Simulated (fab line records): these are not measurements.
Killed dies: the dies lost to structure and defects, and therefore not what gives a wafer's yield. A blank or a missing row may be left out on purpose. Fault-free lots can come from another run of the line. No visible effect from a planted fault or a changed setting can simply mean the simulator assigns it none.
Which tool is to blame? / flow sky130 / at 1 step of a route of 708, 12 lots with 36 wafers sampled

## WHAT THE GAUGES SHOWED, per wafer
SKY_LDD_P_TW_MEAS_11.
lot=L076; measured=day 20 00:14; on=film_metro-04; LDD_P_TW=628 630 630
lot=L077; measured=day 20 07:20; on=film_metro-02; LDD_P_TW=621 624 621
lot=L079; measured=day 20 23:50; on=film_metro-01; LDD_P_TW=627 628 625
lot=L081; measured=day 21 21:29; on=film_metro-01; LDD_P_TW=633 631 629
lot=L083; measured=day 22 17:13; on=film_metro-04; LDD_P_TW=631 634 632
lot=L085; measured=day 23 16:06; on=film_metro-01; LDD_P_TW=631 634 632
lot=L087; measured=day 23 23:32; on=film_metro-04; LDD_P_TW=630 633 630
lot=L089; measured=day 24 11:11; on=film_metro-04; LDD_P_TW=631 631 630
lot=L092; measured=day 25 13:26; on=film_metro-02; LDD_P_TW=626 625 622
lot=L093; measured=day 26 11:49; on=film_metro-02; LDD_P_TW=623 621 626
lot=L094; measured=day 26 21:13; on=film_metro-01; LDD_P_TW=629 628 632
lot=L097; measured=day 27 08:59; on=film_metro-04; LDD_P_TW=627 629 630

## TOOL THAT RAN EACH LOT (tool first, then ch and the chambers of the sampled wafers, then the start)
There is no process step in the record ahead of these readings.

## THE ANSWER, worked out from the rows above alone
Rule: the usual values come from the lots themselves. Put in order of their means at a reading, lots are off if they are a third of the lots or fewer, leave a main group of 4 or more, and stand apart from it by a gap of 3 or more times the standard deviation of the main group's means; of several such gaps the widest counts. The tables above print the reading to a certain number of digits; a main group whose means all agree to those digits is not used. A lot without any number at a reading at which 4 lots or more have one is off too. The other lots that the step has rows for count as sound.
Nothing can be told from this: no lot is off at any reading shown.

## WHAT WAS PUT IN BY THE SIMULATOR
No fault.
